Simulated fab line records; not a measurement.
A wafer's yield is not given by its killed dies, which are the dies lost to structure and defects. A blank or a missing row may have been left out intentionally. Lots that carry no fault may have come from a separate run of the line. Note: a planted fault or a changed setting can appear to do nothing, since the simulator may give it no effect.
fab line records + flow sky130
[record]
- lots = 12
- wafers = 35
- last_day = 49
route steps=708 shown RES_XHIGH@340 LI_CONTACT@377 CONTACT@410 PAD_OPEN@708
lots that met no fault: from a run of the same line without faults
start_h: hours from the record's opening day to when the first of the lot's shown wafers began + wait_h: hours from the lot's prior step to this one + " repeats the value in the row above + L1.1+2: one row covering several wafers at once + - either no value or no given start + * or withheld: withheld + < > ~ a bound
route shown NAME@n: a module of which the file shows steps, and the number in the route of the first + usual: mean and standard deviation over wafers with no fault + same: alike in all rows + chamber/n: place in a boat + sites: each site's reading + _std_site: the standard deviation of these + _edge_site: mean of outer sites minus mean of inner sites + radius_mm: for every site, how far away it sits from the centre of the wafer + mask NAME#n: copy n + behind: the last tool/chamber to shape the wafer + hold: what put the lot on hold/how long, in hours/how the hold closed + device: the transistor (n, p or np) that didn't switch + end of line: the same wafers' tests at the end of the route + for a step that has no rows: nothing shown but its recipe + killed: count of dies lost to structure and defects at first sort (not the wafer's yield) + map: a wafer's dies, marking killed ones x, the rest . and places with no die _
set.NAME: the setting the step ran with; set.NAME@STEP: the setting that earlier step ran with + model.NAME: the simulator's own value behind a step, which no gauge read
one table for each step of the route and one row for each wafer, over a sample of lots
services: a tool's chamber out of use, with start hour (start_h, from the record's first day; less than 0 if before it), hours out, and reason
[[steps]]
[step SKY_RES_XHIGH_STRIP_08]
[recipe]
- chemistry = O2/N2
- power_w = 1400
- pressure_mtorr = 1500
- platen_temp_c = withheld
- o2_flow_sccm = 3000
- n2_flow_sccm = 300
- overash_fraction = 0.5
[usual]
- drypump_motor_current_A = 5.8/0.51
- oes_product_au = 0.710/0.0047
- strip_time_to_endpoint_s = 14.30/0.035
| lot.wafer | tool            | chamber | start_h | wait_h | drypump_motor_current_A | oes_product_au | rf_hours_counter_h | strip_time_to_endpoint_s |
|-----------|-----------------|---------|---------|--------|-------------------------|----------------|--------------------|--------------------------|
| L137.1    | plasma_asher-04 | 0       | 610.35  | 0.1    | 5.3                     | 0.708          | 92                 | 14.34                    |
| L137.5    | "               | 1       | "       | "      | 5.5                     | 0.713          | -                  | 14.31                    |
| L137.6    | "               | 0       | "       | "      | 5.3                     | 0.709          | -                  | 14.30                    |
| L138.2    | plasma_asher-02 | 0       | 615.44  | 0.1    | 5.9                     | 0.704          | 81                 | 14.32                    |
| L138.4    | "               | 0       | "       | "      | 5.9                     | 0.712          | -                  | 14.29                    |
| L138.6    | "               | 0       | "       | "      | 5.9                     | 0.719          | -                  | 14.24                    |
| L141.1    | plasma_asher-04 | 1       | 649.79  | 0.1    | 5.5                     | 0.709          | 96                 | 14.28                    |
| L141.2    | "               | 0       | "       | "      | 5.3                     | 0.711          | 96                 | 14.28                    |
| L141.6    | "               | 0       | "       | "      | 5.3                     | 0.718          | -                  | 14.30                    |
| L142.1    | plasma_asher-02 | 0       | 655.80  | 0.1    | 5.9                     | 0.714          | 85                 | 14.33                    |
| L142.5    | "               | 1       | "       | "      | 6.2                     | 0.714          | -                  | 14.30                    |
| L142.6    | "               | 0       | "       | "      | 5.9                     | 0.712          | -                  | 14.32                    |
| L143.3    | plasma_asher-04 | 1       | 665.28  | 0.1    | 5.5                     | 0.709          | -                  | 14.26                    |
| L143.4    | "               | 0       | "       | "      | 5.3                     | 0.715          | -                  | 14.22                    |
| L143.5    | "               | 0       | "       | "      | 5.3                     | 0.710          | -                  | 14.21                    |
| L144.3    | plasma_asher-04 | 1       | 676.04  | 0.1    | 5.5                     | 0.712          | -                  | 14.31                    |
| L144.4    | "               | 0       | "       | "      | 5.3                     | 0.706          | -                  | 14.35                    |
| L144.5    | "               | 0       | "       | "      | 5.3                     | 0.723          | -                  | 14.32                    |
| L145.1    | plasma_asher-02 | 0       | 684.35  | 0.1    | 5.9                     | 0.709          | 87                 | 14.29                    |
| L145.2    | "               | 1       | "       | "      | 6.2                     | 0.719          | 87                 | 14.30                    |
| L145.5    | "               | 0       | "       | "      | 5.9                     | 0.708          | -                  | 14.34                    |
| L147.1    | plasma_asher-02 | 1       | 699.99  | 0.1    | 6.2                     | 0.704          | 89                 | 14.34                    |
| L147.2    | "               | 0       | "       | "      | 5.9                     | 0.712          | 89                 | 14.34                    |
| L147.3    | "               | 1       | "       | "      | 6.2                     | 0.710          | -                  | 14.32                    |
| L149.1    | plasma_asher-01 | 0       | 716.36  | 0.1    | 6.6                     | 0.704          | 57                 | 14.26                    |
| L149.4    | "               | 1       | "       | "      | 4.9                     | 0.705          | -                  | 14.34                    |
| L149.5    | "               | 1       | "       | "      | 4.9                     | 0.712          | -                  | 14.28                    |
| L150.1    | plasma_asher-01 | 1       | 736.96  | 0.1    | 4.9                     | 0.713          | 59                 | 14.31                    |
| L150.3    | "               | 1       | "       | "      | 4.9                     | 0.715          | -                  | 14.32                    |
| L150.5    | "               | 1       | "       | "      | 4.9                     | 0.702          | -                  | 14.31                    |
| L153.3    | plasma_asher-04 | 1       | 744.98  | 0.1    | 5.5                     | 0.708          | -                  | 14.29                    |
| L153.4    | "               | 0       | "       | "      | 5.3                     | 0.722          | -                  | 14.33                    |
| L153.6    | "               | 1       | "       | "      | 5.5                     | 0.717          | -                  | 14.29                    |
| L155.5    | plasma_asher-04 | 0       | 769.78  | 0.1    | 5.3                     | 0.715          | -                  | 14.33                    |
| L155.6    | "               | 1       | "       | "      | 5.5                     | 0.708          | -                  | 14.30                    |
[step SKY_LI_CONTACT_ETCH_15]
[recipe]
- target = PSG
- chemistry = C4F8/O2/Ar
- stop_on = Si
- taper_deg = 4.15
- mask_material = KrF-thick
- source_w = 1500
- bias_w = 1200
- pressure_mtorr = 40
- c4f8_flow_sccm = withheld
- O2_flow_sccm = 6
- Ar_flow_sccm = 300
- time_s = withheld
- target_depth_a = 6000
[usual]
- oes_product_au = 0.837/0.0046
| lot.wafer | tool        | chamber | start_h | wait_h | oes_product_au |
|-----------|-------------|---------|---------|--------|----------------|
| L137.1    | rie_diel-01 | 0       | 669.72  | 0.0    | 0.830          |
| L137.5    | "           | 1       | "       | "      | 0.837          |
| L137.6    | "           | 0       | "       | "      | 0.842          |
| L138.2    | rie_diel-01 | 1       | 673.79  | 0.0    | 0.837          |
| L138.4    | "           | 1       | "       | "      | 0.830          |
| L138.6    | "           | 2       | "       | "      | 0.829          |
| L141.1    | rie_diel-03 | 3       | 706.84  | 0.0    | 0.836          |
| L141.2    | "           | 1       | "       | "      | 0.839          |
| L141.6    | "           | 2       | "       | "      | 0.838          |
| L142.1    | rie_diel-01 | 2       | 712.49  | 0.0    | 0.827          |
| L142.5    | "           | 0       | "       | "      | 0.842          |
| L142.6    | "           | 3       | "       | "      | 0.840          |
| L143.3    | rie_diel-02 | 3       | 723.06  | 0.0    | 0.843          |
| L143.4    | "           | 2       | "       | "      | 0.843          |
| L143.5    | "           | 2       | "       | "      | 0.833          |
| L144.3    | rie_diel-02 | 0       | 732.59  | 0.0    | 0.840          |
| L144.4    | "           | 3       | "       | "      | 0.839          |
| L144.5    | "           | 3       | "       | "      | 0.841          |
| L145.1    | rie_diel-02 | 1       | 740.61  | 0.0    | 0.836          |
| L145.2    | "           | 0       | "       | "      | 0.844          |
| L145.5    | "           | 3       | "       | "      | 0.835          |
| L147.1    | rie_diel-02 | 2       | 756.91  | 0.0    | 0.844          |
| L147.2    | "           | 3       | "       | "      | 0.841          |
| L147.3    | "           | 0       | "       | "      | 0.845          |
| L149.1    | rie_diel-01 | 1       | 772.04  | 0.0    | 0.844          |
| L149.4    | "           | 3       | "       | "      | 0.832          |
| L149.5    | "           | 0       | "       | "      | 0.849          |
| L150.1    | rie_diel-01 | 0       | 792.05  | 0.0    | 0.834          |
| L150.3    | "           | 3       | "       | "      | 0.841          |
| L150.5    | "           | 2       | "       | "      | 0.835          |
| L153.3    | rie_diel-02 | 0       | 798.61  | 0.0    | 0.840          |
| L153.4    | "           | 2       | "       | "      | 0.845          |
| L153.6    | "           | 1       | "       | "      | 0.845          |
| L155.5    | rie_diel-01 | 2       | 824.40  | 0.0    | 0.830          |
| L155.6    | "           | 1       | "       | "      | 0.837          |
[step SKY_CONTACT_CMP_04]
[recipe]
- material = SiO2
- down_force_psi = 4
- platen_rpm = 60
- pad_velocity_m_s = 0.94248
[usual]
- motor_current_A = 11.7/1.5
- time_to_endpoint_s = 82/4
| lot.wafer | tool   | chamber | start_h | wait_h | motor_current_A | time_to_endpoint_s |
|-----------|--------|---------|---------|--------|-----------------|--------------------|
| L137.1    | cmp-01 | 1       | 699.47  | 0.1    | 13.7            | 82                 |
| L137.5    | "      | 0       | "       | "      | 9.7             | 80                 |
| L137.6    | "      | 1       | "       | "      | 13.0            | 80                 |
| L138.4    | cmp-01 | 2       | 704.08  | 0.0    | 11.0            | 76                 |
| L138.2    | "      | 3       | "       | "      | 10.5            | 83                 |
| L138.6    | "      | 2       | "       | "      | 11.1            | 81                 |
| L141.1    | cmp-01 | 0       | 736.79  | 0.1    | 9.4             | 87                 |
| L141.2    | "      | 1       | "       | "      | 13.4            | 87                 |
| L141.6    | "      | 3       | "       | "      | 10.7            | 86                 |
| L142.1    | cmp-02 | 3       | 742.27  | 0.1    | 11.7            | 78                 |
| L142.6    | "      | 3       | "       | "      | 11.8            | 83                 |
| L142.5    | "      | 0       | "       | "      | 15.0            | 78                 |
| L143.3    | cmp-01 | 3       | 753.26  | 0.0    | 11.0            | 81                 |
| L143.4    | "      | 0       | "       | "      | 9.5             | 82                 |
| L143.5    | "      | 3       | "       | "      | 11.0            | 81                 |
| L144.3    | cmp-02 | 2       | 762.73  | 0.3    | 11.8            | 76                 |
| L144.4    | "      | 3       | "       | "      | 12.5            | 80                 |
| L144.5    | "      | 1       | "       | "      | 11.2            | 78                 |
| L145.1    | cmp-01 | 2       | 769.75  | 0.1    | 11.1            | 81                 |
| L145.2    | "      | 3       | "       | "      | 11.2            | 80                 |
| L145.5    | "      | 2       | "       | "      | 11.2            | 86                 |
| L147.2    | cmp-01 | 0       | 785.38  | 0.0    | 9.2             | 87                 |
| L147.1    | "      | 1       | "       | "      | 12.8            | 86                 |
| L147.3    | "      | 3       | "       | "      | 11.1            | 87                 |
| L149.4    | cmp-02 | 2       | 801.07  | 0.0    | 11.3            | 77                 |
| L149.1    | "      | 1       | "       | "      | 11.3            | 80                 |
| L149.5    | "      | 3       | "       | "      | 13.2            | 85                 |
| L150.1    | cmp-02 | 0       | 821.21  | 0.2    | 13.8            | 77                 |
| L150.3    | "      | 2       | "       | "      | 11.7            | 75                 |
| L150.5    | "      | 3       | "       | "      | 12.2            | 80                 |
| L153.3    | cmp-01 | 1       | 827.92  | 0.1    | 12.5            | 92                 |
| L153.4    | "      | 3       | "       | "      | 11.2            | 87                 |
| L153.6    | "      | 1       | "       | "      | 13.0            | 90                 |
| L155.6    | cmp-01 | 3       | 853.67  | 0.2    | 11.4            | 67                 |
| L155.5    | "      | 0       | "       | "      | 9.2             | 84                 |
[step SKY_CONTACT_BOW_MEAS_05]
[recipe]
- mode = bow
[usual]
- CONTACT_BOW = 81/7
| lot.wafer | tool          | chamber | start_h | wait_h | CONTACT_BOW[um] |
|-----------|---------------|---------|---------|--------|-----------------|
| L137.1    | film_metro-01 | -       | 699.72  | 0.2    | 86              |
| L137.5    | "             | -       | "       | "      | 85              |
| L137.6    | "             | -       | "       | "      | 92              |
| L138.2    | film_metro-03 | -       | 704.40  | 0.2    | 95              |
| L138.4    | "             | -       | "       | "      | 87              |
| L138.6    | "             | -       | "       | "      | 72              |
| L141.1    | film_metro-01 | -       | 736.99  | 0.1    | 85              |
| L141.2    | "             | -       | "       | "      | 85              |
| L141.6    | "             | -       | "       | "      | 82              |
| L142.1    | film_metro-01 | -       | 742.57  | 0.2    | 87              |
| L142.5    | "             | -       | "       | "      | 87              |
| L142.6    | "             | -       | "       | "      | 99              |
| L143.3    | film_metro-01 | -       | 753.60  | 0.3    | 92              |
| L143.4    | "             | -       | "       | "      | 74              |
| L143.5    | "             | -       | "       | "      | 70              |
| L144.3    | film_metro-03 | -       | 762.97  | 0.2    | 86              |
| L144.4    | "             | -       | "       | "      | 88              |
| L144.5    | "             | -       | "       | "      | 87              |
| L145.1    | film_metro-01 | -       | 770.05  | 0.2    | 83              |
| L145.2    | "             | -       | "       | "      | 81              |
| L145.5    | "             | -       | "       | "      | 87              |
| L147.1    | film_metro-03 | -       | 785.68  | 0.2    | 77              |
| L147.2    | "             | -       | "       | "      | 77              |
| L147.3    | "             | -       | "       | "      | 68              |
| L149.1    | film_metro-03 | -       | 801.37  | 0.1    | 81              |
| L149.4    | "             | -       | "       | "      | 75              |
| L149.5    | "             | -       | "       | "      | 73              |
| L150.1    | film_metro-03 | -       | 821.46  | 0.2    | 91              |
| L150.3    | "             | -       | "       | "      | 82              |
| L150.5    | "             | -       | "       | "      | 89              |
| L153.3    | film_metro-03 | -       | 828.21  | 0.2    | 81              |
| L153.4    | "             | -       | "       | "      | 68              |
| L153.6    | "             | -       | "       | "      | 68              |
| L155.5    | film_metro-03 | -       | 853.85  | 0.1    | 82              |
| L155.6    | "             | -       | "       | "      | 82              |
[step SKY_CONTACT_ETCH_17]
[recipe]
- target = SiO2
- chemistry = C4F8/O2/Ar
- stop_on = Si3N4
- mask_material = KrF-thick
- source_w = 1500
- bias_w = 1200
- pressure_mtorr = 40
- c4f8_flow_sccm = withheld
- O2_flow_sccm = 6
- Ar_flow_sccm = 300
- time_s = withheld
- target_depth_a = 3400
[usual]
- oes_product_au = 0.892/0.0046
| lot.wafer | tool        | chamber | start_h | wait_h | oes_product_au |
|-----------|-------------|---------|---------|--------|----------------|
| L137.1    | rie_diel-02 | 1       | 728.21  | 0.0    | 0.898          |
| L137.5    | "           | 0       | "       | "      | 0.892          |
| L137.6    | "           | 3       | "       | "      | 0.897          |
| L138.2    | rie_diel-03 | 0       | 731.69  | 0.0    | 0.891          |
| L138.4    | "           | 1       | "       | "      | 0.897          |
| L138.6    | "           | 1       | "       | "      | 0.895          |
| L141.1    | rie_diel-03 | 2       | 763.90  | 0.0    | 0.892          |
| L141.2    | "           | 1       | "       | "      | 0.892          |
| L141.6    | "           | 2       | "       | "      | 0.896          |
| L142.1    | rie_diel-04 | 3       | 769.74  | 0.0    | 0.899          |
| L142.5    | "           | 1       | "       | "      | 0.893          |
| L142.6    | "           | 0       | "       | "      | 0.897          |
| L143.3    | rie_diel-04 | 1       | 780.55  | 0.0    | 0.893          |
| L143.4    | "           | 3       | "       | "      | 0.881          |
| L143.5    | "           | 3       | "       | "      | 0.881          |
| L144.3    | rie_diel-04 | 2       | 789.44  | 0.0    | 0.899          |
| L144.4    | "           | 1       | "       | "      | 0.888          |
| L144.5    | "           | 1       | "       | "      | 0.891          |
| L145.1    | rie_diel-03 | 3       | 796.69  | 0.0    | 0.897          |
| L145.2    | "           | 2       | "       | "      | 0.892          |
| L145.5    | "           | 2       | "       | "      | 0.899          |
| L147.1    | rie_diel-03 | 0       | 812.14  | 0.0    | 0.889          |
| L147.2    | "           | 2       | "       | "      | 0.891          |
| L147.3    | "           | 1       | "       | "      | 0.889          |
| L149.1    | rie_diel-02 | 0       | 827.70  | 0.0    | 0.883          |
| L149.4    | "           | 2       | "       | "      | 0.891          |
| L149.5    | "           | 2       | "       | "      | 0.891          |
| L150.1    | rie_diel-03 | 1       | 847.95  | 0.0    | 0.887          |
| L150.3    | "           | 3       | "       | "      | 0.891          |
| L150.5    | "           | 1       | "       | "      | 0.889          |
| L153.3    | rie_diel-03 | 0       | 854.94  | 0.0    | 0.898          |
| L153.4    | "           | 1       | "       | "      | 0.892          |
| L153.6    | "           | 2       | "       | "      | 0.885          |
| L155.5    | rie_diel-04 | 3       | 879.72  | 0.0    | 0.889          |
| L155.6    | "           | 0       | "       | "      | 0.944          |
[step SKY_PAD_OPEN_PROBE_99]
[usual]
- killed_at_M0_to_M3 = 45/7.3
- killed_at_M4_up = 3.1/1.7
- killed_at_contacts = 25/5.1
- killed_at_front_end = 15/4.5
- killed_at_other = 0.3/0.56
- killed_dies = 88/9.4
- killed_open = 47/6.6
- killed_short = 40/6.9
[same]
- gross_dies = 492
- killed_at_back_side = 0
| lot.wafer | tool      | chamber | start_h | wait_h | killed_at_M0_to_M3 | killed_at_M4_up | killed_at_contacts | killed_at_front_end | killed_at_other | killed_dies | killed_open | killed_short |
|-----------|-----------|---------|---------|--------|--------------------|-----------------|--------------------|---------------------|-----------------|-------------|-------------|--------------|
| L155.6    | prober-01 | -       | 1180.17 | 0.2    | 47                 | 1               | 25                 | 18                  | 1               | 92          | 49          | 43           |
// killed by level:class
L155.6 CONTACT:geometric_particle:open=12 VIA2:geometric_particle:open=10 FIELD_ISO:geometric_particle:short=8 LI_CONTACT:geometric_particle:open=7 METAL2:geometric_particle:short=7 VIA1:geometric_particle:short=6 VIA1:geometric_particle:open=6 VIA3:geometric_particle:open=6
[[services]]
| tool            | chamber | start_h | hours | kind   |
|-----------------|---------|---------|-------|--------|
| rie_diel-03     | -       | 593.22  | 2.8   | pm     |
| rie_diel-02     | 0       | 595.58  | 10.2  | repair |
| rie_diel-03     | 1       | 596.97  | 4.1   | repair |
| cmp-02          | -       | 597.94  | 1.5   | repair |
| plasma_asher-04 | -       | 617.20  | 2.8   | pm     |
| rie_diel-01     | 1       | 627.74  | 3.4   | repair |
| rie_diel-03     | 1       | 647.85  | 3.9   | repair |
| plasma_asher-04 | -       | 683.06  | 0.6   | repair |
| rie_diel-03     | 0       | 710.86  | 8.3   | repair |
| rie_diel-01     | -       | 725.29  | 28.1  | pm     |
| plasma_asher-04 | -       | 725.56  | 2.1   | repair |
| plasma_asher-04 | -       | 733.75  | 9.0   | pm     |
| cmp-01          | -       | 742.12  | 5.6   | pm     |
| rie_diel-01     | -       | 753.39  | 14.6  | pm     |
| rie_diel-01     | 2       | 772.59  | 9.4   | repair |
| rie_diel-01     | -       | 773.07  | 4.3   | pm     |
| rie_diel-02     | 1       | 776.63  | 1.7   | repair |
| rie_diel-02     | 2       | 777.34  | 4.0   | repair |
| rie_diel-02     | -       | 794.17  | 4.3   | pm     |
| cmp-01          | -       | 795.19  | 0.7   | repair |
| cmp-01          | -       | 795.73  | 1.3   | repair |
| rie_diel-01     | 3       | 852.59  | 22.6  | repair |
| rie_diel-03     | 2       | 868.47  | 3.2   | repair |
| plasma_asher-04 | -       | 876.47  | 6.3   | repair |
[[key]]
[first_sign]
- step = SKY_CONTACT_CMP_04
- reading = time_to_endpoint_s
- direction = down
- sigmas = 3.7
- usual = *
- struck = *
[effect]
- step = SKY_CONTACT_ETCH_17
- reading = oes_product_au
- direction = up
- sigmas = 11
- usual = 0.892
- struck = 0.944
met_at SKY_CONTACT_CMP_04
struck_lots L155
struck_wafers L155.6
tester_left_out L155
not_acting_at SKY_RES_XHIGH_STRIP_08,SKY_LI_CONTACT_ETCH_15,SKY_CONTACT_BOW_MEAS_05
onset_between 827.92 853.67
[fault]
- kind = process_parameter_drift
- tool = cmp-01
- chamber = -
- onset_h = 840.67
- steps = SKY_CONTACT_CMP_04
- channel = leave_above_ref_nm
- offset = 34
- shape = step
- end_h = 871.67
- scope = struck_wafers_only
- acts_in = these_recipes_only
- stated = 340
// tester_left_out: of these lots the tester's yield and bins aren't shown, on N5 and GAA mostly nor the transistor test; their killed dies are dies lost to structure and defects alone, not to doping, threshold or leakage, so they don't give the yield
